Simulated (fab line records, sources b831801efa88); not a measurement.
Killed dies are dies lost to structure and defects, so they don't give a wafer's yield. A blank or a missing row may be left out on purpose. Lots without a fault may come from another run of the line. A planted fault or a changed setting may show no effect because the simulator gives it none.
fab line records | flow sky130
record lots=15 wafers=45 last_day=50
route steps=708 shown LDD_N@253 LDD_HVN@274 LDD_HVP@285 LDD_LDN@298
lots that met no fault: from a run of the same line without faults
start_h: hours from the record's first day to the start of the lot's first wafer shown | wait_h: hours since the lot's step before | " the same as in the row above | L1.1+2: a row that stands for several wafers | - no value, or no start given | * or withheld: withheld | < > ~ a bound
route shown NAME@n: a module of which the file shows steps, and the number in the route of the first | usual: mean/standard deviation of fault-free wafers | same: alike in all rows | chamber/n: place in a boat | sites: the reading at each site | _std_site: their standard deviation | _edge_site: outer sites' mean less inner sites' | radius_mm: how far each site lies from the wafer's centre | mask NAME#n: copy n | behind: the tool/chamber that last shaped the wafer | hold: why the lot was held/for how many hours/how that ended | device: the transistor (n, p or np) that didn't switch | end of line: the same wafers' tests at the end of the route | a step without rows: its recipe alone | killed: dies lost to structure and defects at the first sort, not the wafer's yield | map: a wafer's dies, x killed, . not, _ none there
set.NAME: the setting as run; set.NAME@STEP: as run at that earlier step | model.NAME: the simulator's own value behind a step, which no gauge read
steps of the route over a sample of lots; a table a step, a row a wafer
services: from which hour (start_h, from the record's first day; less than 0 if before it) a tool's chamber was out of use, for how many hours, and why
## steps
# step SKY_LDD_N_STRIP_16
# recipe chemistry=O2/N2 power_w=1400 pressure_mtorr=1500 platen_temp_c=withheld o2_flow_sccm=3000 n2_flow_sccm=300 overash_fraction=0.5
# usual drypump_motor_current_A=5.6/0.53 oes_product_au=0.407/0.0044 strip_time_to_endpoint_s=4.316/0.018
# columns lot.wafer tool chamber start_h wait_h drypump_motor_current_A oes_product_au rf_hours_counter_h strip_time_to_endpoint_s
L981.2 plasma_asher-02 0 390.83 0.1 6.4 0.401 27 4.325
L981.5 " 0 " " 6.4 0.407 - 4.317
L981.6 " 1 " " 6.0 0.416 - 4.304
L984.1 plasma_asher-01 0 422.46 0.1 5.7 0.402 64 4.292
L984.2 " 1 " " 5.0 0.404 64 4.303
L984.4 " 1 " " 5.0 0.398 - 4.314
L985.1 plasma_asher-01 0 453.03 0.1 5.7 0.406 69 4.326
L985.4 " 1 " " 5.0 0.405 - 4.337
L985.6 " 0 " " 5.7 0.411 - 4.346
L986.1 plasma_asher-01 0 460.31 0.1 5.7 0.409 69 4.326
L986.2 " 1 " " 5.0 0.405 69 4.328
L986.6 " 0 " " 5.6 0.409 - 4.323
L987.1 plasma_asher-02 0 461.58 0.1 6.4 0.402 29 4.300
L987.3 " 1 " " 6.0 0.410 - 4.319
L987.5 " 1 " " 6.0 0.407 - 4.311
L988.2 plasma_asher-01 1 466.96 0.1 5.0 0.403 70 4.303
L988.5 " 0 " " 5.7 0.405 - 4.302
L988.6 " 1 " " 5.0 0.410 - 4.319
L992.1 plasma_asher-02 1 506.28 0.1 6.0 0.410 34 4.308
L992.2 " 0 " " 6.4 0.409 34 4.318
L992.4 " 1 " " 5.9 0.404 - 4.308
L994.1 plasma_asher-01 0 516.10 0.1 5.6 0.412 75 4.333
L994.4 " 0 " " 5.7 0.407 - 4.331
L994.5 " 1 " " 5.0 0.404 - 4.338
L995.1 plasma_asher-02 1 521.35 0.1 6.0 0.406 35 4.304
L995.3 " 1 " " 6.0 0.401 - 4.286
L995.5 " 0 " " 6.4 0.406 - 4.313
L996.2 plasma_asher-01 1 533.95 0.1 5.0 0.406 77 4.340
L996.3 " 1 " " 5.0 0.403 - 4.338
L996.6 " 0 " " 5.7 0.412 - 4.320
L997.4 plasma_asher-01 1 535.91 0.1 5.0 0.408 - 4.340
L997.5 " 0 " " 5.7 0.406 - 4.346
L997.6 " 1 " " 5.0 0.406 - 4.313
L998.1 plasma_asher-01 0 550.15 0.1 5.6 0.408 78 4.293
L998.3 " 1 " " 5.0 0.414 - 4.310
L998.6 " 0 " " 5.7 0.414 - 4.319
L999.3 plasma_asher-01 0 553.38 0.1 5.7 0.410 - 4.279
L999.5 " 1 " " 5.0 0.403 - 4.291
L999.6 " 0 " " 5.6 0.407 - 4.304
L101.1 plasma_asher-02 0 573.00 0.1 6.4 0.407 40 4.312
L101.2 " 1 " " 6.0 0.411 40 4.301
L101.4 " 1 " " 6.0 0.406 - 4.293
L102.1 plasma_asher-02 0 596.35 0.1 6.4 0.413 42 4.323
L102.4 " 1 " " 6.0 0.407 - 4.330
L102.5 " 0 " " 6.4 0.408 - 4.330
# step SKY_LDD_HVN_OVL_MEAS_07
# usual LDD_HVN_OVL=1.3/1.6
# columns lot.wafer tool chamber start_h wait_h LDD_HVN_OVL[nm]
L981.2 overlay-02 - 450.55 0.1 1.0
L981.5 " - " " 0.1
L981.6 " - " " 0.9
L984.1 overlay-02 - 484.20 0.1 1.2
L984.2 " - " " 3.0
L984.4 " - " " 3.0
L985.1 overlay-02 - 514.25 0.1 -1.7
L985.4 " - " " 0.0
L985.6 " - " " -0.9
L986.1 overlay-02 - 522.10 0.1 -0.1
L986.2 " - " " 2.0
L986.6 " - " " -0.2
L987.1 overlay-01 - 522.89 0.1 2.3
L987.3 " - " " 1.2
L987.5 " - " " -1.2
L988.2 overlay-02 - 528.50 0.1 4.7
L988.5 " - " " 2.0
L988.6 " - " " 2.7
L992.1 overlay-01 - 566.24 0.1 3.2
L992.2 " - " " 3.4
L992.4 " - " " 2.7
L994.1 overlay-01 - 575.52 0.1 2.2
L994.4 " - " " 1.9
L994.5 " - " " 1.1
L995.1 overlay-02 - 580.75 0.1 1.3
L995.3 " - " " 1.8
L995.5 " - " " 1.2
L996.2 overlay-01 - 593.45 0.1 3.2
L996.3 " - " " 1.9
L996.6 " - " " 1.6
L997.4 overlay-01 - 595.74 0.1 3.4
L997.5 " - " " 3.5
L997.6 " - " " 1.5
L998.1 overlay-01 - 609.84 0.1 0.4
L998.3 " - " " 0.6
L998.6 " - " " 3.9
L999.3 overlay-02 - 612.03 0.1 0.2
L999.5 " - " " 2.6
L999.6 " - " " 0.8
L101.1 overlay-01 - 630.80 0.1 2.2
L101.2 " - " " 1.3
L101.4 " - " " 0.5
L102.1 overlay-01 - 653.82 0.1 4.4
L102.4 " - " " 2.3
L102.5 " - " " 4.3
# step SKY_LDD_HVP_OVL_MEAS_07
# usual LDD_HVP_OVL=0.6/1.7
# columns lot.wafer tool chamber start_h wait_h LDD_HVP_OVL[nm]
L981.2 overlay-01 - 482.07 0.1 2.3
L981.5 " - " " 0.8
L981.6 " - " " 1.7
L984.1 overlay-01 - 514.56 0.1 0.8
L984.2 " - " " -0.3
L984.4 " - " " -1.0
L985.1 overlay-01 - 544.50 0.1 2.2
L985.4 " - " " -0.5
L985.6 " - " " 0.9
L986.1 overlay-02 - 551.81 0.1 -0.6
L986.2 " - " " -3.8
L986.6 " - " " -2.9
L987.1 overlay-01 - 552.85 0.1 -0.7
L987.3 " - " " -1.6
L987.5 " - " " 0.6
L988.2 overlay-01 - 559.05 0.1 1.0
L988.5 " - " " 1.0
L988.6 " - " " 1.6
L992.1 overlay-01 - 596.05 0.1 2.5
L992.2 " - " " 3.9
L992.4 " - " " 2.6
L994.1 overlay-01 - 605.00 0.1 1.5
L994.4 " - " " 0.7
L994.5 " - " " 1.4
L995.1 overlay-02 - 610.49 0.1 0.5
L995.3 " - " " 0.8
L995.5 " - " " 0.8
L996.2 overlay-02 - 622.95 0.1 0.6
L996.3 " - " " 2.3
L996.6 " - " " -0.5
L997.4 overlay-01 - 625.23 0.1 0.9
L997.5 " - " " -0.6
L997.6 " - " " -1.2
L998.1 overlay-01 - 638.04 0.1 2.6
L998.3 " - " " 3.5
L998.6 " - " " 3.9
L999.3 overlay-02 - 640.77 0.1 3.1
L999.5 " - " " 3.5
L999.6 " - " " 3.7
L101.1 overlay-02 - 658.84 0.1 1.8
L101.2 " - " " 0.5
L101.4 " - " " -1.4
L102.1 overlay-02 - 681.90 0.1 0.8
L102.4 " - " " 1.5
L102.5 " - " " 1.4
# step SKY_LDD_LDN_IMPLANT_09
# recipe species=As energy_kev=15 dose_cm2=1.25e+13 tilt_deg=withheld rotation_deg=113
# usual beam_energy_keV=15.001/0.0048 beam_on_s=10.00/0.21
# columns lot.wafer tool chamber start_h wait_h beam_energy_keV beam_on_s
L981.2 implanter-01 0 513.23 0.1 15.003 9.82
L981.5 " 0 " " 15.007 10.33
L981.6 " 0 " " 15.004 10.34
L984.1 implanter-03 0 544.76 0.1 14.993 9.99
L984.2 " 0 " " 14.997 9.94
L984.4 " 0 " " 14.991 10.13
L985.1 implanter-03 0 574.48 0.1 15.004 10.08
L985.4 " 0 " " 15.006 9.43
L985.6 " 0 " " 15.006 10.15
L986.1 implanter-03 - 582.11 0.1 - -
L986.2 " - " " - -
L986.6 " - " " - -
L987.1 implanter-02 - 582.71 0.1 - -
L987.3 " - " " - -
L987.5 " - " " - -
L988.2 implanter-03 - 588.60 0.1 - -
L988.5 " - " " - -
L988.6 " - " " - -
L992.1 implanter-01 0 625.68 0.1 14.995 10.22
L992.2 " 0 " " 14.989 10.42
L992.4 " 0 " " 14.996 10.14
L994.1 implanter-03 0 633.61 0.1 15.001 10.38
L994.4 " 0 " " 15.007 9.88
L994.5 " 0 " " 15.006 9.61
L995.1 implanter-03 0 639.70 0.1 15.011 9.98
L995.3 " 0 " " 15.001 10.22
L995.5 " 0 " " 15.005 9.76
L996.2 implanter-02 0 651.55 0.1 14.997 9.96
L996.3 " 0 " " 15.000 9.97
L996.6 " 0 " " 14.996 10.15
L997.4 implanter-01 0 654.27 0.1 15.000 9.89
L997.5 " 0 " " 15.000 9.52
L997.6 " 0 " " 15.000 9.79
L998.1 implanter-03 0 666.66 0.1 15.001 10.09
L998.3 " 0 " " 15.007 10.00
L998.6 " 0 " " 15.005 9.50
L999.3 implanter-01 0 669.45 0.1 15.001 10.05
L999.5 " 0 " " 15.006 9.95
L999.6 " 0 " " 15.006 10.10
L101.1 implanter-02 0 686.86 0.1 14.994 10.17
L101.2 " 0 " " 14.993 10.21
L101.4 " 0 " " 14.999 10.19
L102.1 implanter-03 0 709.53 0.1 14.998 10.23
L102.4 " 0 " " 15.003 10.07
L102.5 " 0 " " 14.996 9.96
# step SKY_LDD_LDN_TW_MEAS_13
# usual LDD_LDN_TW=1480/14
# columns lot.wafer tool chamber start_h wait_h hold LDD_LDN_TW
L981.2 film_metro-04 - 513.77 0.1 - 1476
L981.5 " - " " - 1481
L981.6 " - " " - 1479
L984.1 film_metro-03 - 545.31 0.1 - 1485
L984.2 " - " " - 1477
L984.4 " - " " - 1481
L985.1 film_metro-04 - 575.03 0.1 - 1460
L985.4 " - " " - 1465
L985.6 " - " " - 1460
L986.1 film_metro-04 - 582.66 0.1 await_dispo/0.2h/release 1351
L986.2 " - " " await_dispo/0.2h/release 1350
L986.6 " - " " await_dispo/0.2h/release 1353
L986.1 film_metro-04 - 582.88 0.2 - 1351
L986.2 " - " " - 1347
L986.6 " - " " - 1349
L987.1 film_metro-01 - 583.26 0.1 await_dispo/0.2h/release 1382
L987.3 " - " " await_dispo/0.2h/release 1383
L987.5 " - " " await_dispo/0.2h/release 1384
L987.1 film_metro-01 - 583.48 0.2 - 1389
L987.3 " - " " - 1378
L987.5 " - " " - 1384
L988.2 film_metro-03 - 589.14 0.1 await_dispo/0.2h/release 1369
L988.5 " - " " await_dispo/0.2h/release 1361
L988.6 " - " " await_dispo/0.2h/release 1364
L988.2 film_metro-03 - 589.36 0.2 - 1365
L988.5 " - " " - 1368
L988.6 " - " " - 1360
L992.1 film_metro-03 - 626.23 0.1 - 1468
L992.2 " - " " - 1470
L992.4 " - " " - 1471
L994.1 film_metro-04 - 634.16 0.1 - 1471
L994.4 " - " " - 1463
L994.5 " - " " - 1475
L995.1 film_metro-04 - 640.25 0.1 - 1463
L995.3 " - " " - 1472
L995.5 " - " " - 1464
L996.2 film_metro-03 - 652.09 0.1 - 1477
L996.3 " - " " - 1475
L996.6 " - " " - 1470
L997.4 film_metro-04 - 654.78 0.1 - 1478
L997.5 " - " " - 1482
L997.6 " - " " - 1473
L998.1 film_metro-04 - 667.21 0.1 - 1486
L998.3 " - " " - 1478
L998.6 " - " " - 1482
L999.3 film_metro-01 - 669.97 0.1 - 1506
L999.5 " - " " - 1510
L999.6 " - " " - 1504
L101.1 film_metro-04 - 687.41 0.1 - 1468
L101.2 " - " " - 1470
L101.4 " - " " - 1477
L102.1 film_metro-04 - 710.08 0.1 - 1476
L102.4 " - " " - 1466
L102.5 " - " " - 1479
## services
# columns tool chamber start_h hours kind
plasma_asher-02 - 374.67 12.3 repair
implanter-03 - 384.80 2.5 pm
plasma_asher-02 - 402.15 52.0 repair
plasma_asher-01 - 423.20 2.0 repair
plasma_asher-01 - 454.53 1.9 repair
implanter-03 - 473.07 1.2 repair
plasma_asher-02 - 509.18 1.6 repair
implanter-02 - 514.05 2.7 pm
plasma_asher-02 - 531.96 2.9 repair
plasma_asher-02 - 559.04 0.4 repair
implanter-01 - 587.05 3.8 repair
implanter-02 - 587.19 4.0 repair
plasma_asher-01 - 591.89 2.8 pm
implanter-03 - 645.41 5.5 repair
implanter-02 - 646.93 3.2 pm
implanter-01 - 671.43 2.2 repair
plasma_asher-02 - 673.16 2.3 repair
implanter-01 - 673.92 6.9 repair
implanter-03 - 678.60 6.2 repair
plasma_asher-02 - 687.32 2.1 repair
implanter-01 - 701.66 5.2 pm
## key
first_sign step=SKY_LDD_LDN_IMPLANT_09 reading=tool_record direction=missing
effect step=SKY_LDD_LDN_TW_MEAS_13 reading=visit direction=added
effect step=SKY_LDD_LDN_TW_MEAS_13 reading=LDD_LDN_TW direction=down sigmas=8 usual=1480 struck=1366
met_at SKY_LDD_LDN_IMPLANT_09
struck_lots L986,L987,L988
later_rows_left_out L986.1,L986.2,L986.6,L987.1,L987.3,L987.5,L988.2,L988.5,L988.6
sort_left_out L986.1,L986.2,L986.6,L987.1,L987.3,L987.5,L988.2,L988.5,L988.6
tester_left_out L986,L987,L988
not_acting_at SKY_LDD_N_STRIP_16,SKY_LDD_HVN_OVL_MEAS_07,SKY_LDD_HVP_OVL_MEAS_07
onset_between 574.48 582.11
fault kind=skipped_step_whole tool=implanter-02,implanter-03 chamber=- onset_h=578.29 steps=SKY_LDD_LDN_IMPLANT_09 scope=struck_lots_only
# tester_left_out: of these lots the tester's yield and bins aren't shown, on N5 and GAA mostly nor the transistor test; their killed dies are dies lost to structure and defects alone, not to doping, threshold or leakage, so they don't give the yield
# sort_left_out: the simulated sort isn't trusted on such a fault, so these wafers' sort isn't shown, and their yield isn't known
# later_rows_left_out: the simulator's readings of these wafers behind a module that went badly wrong aren't trusted and aren't shown, but for the sort
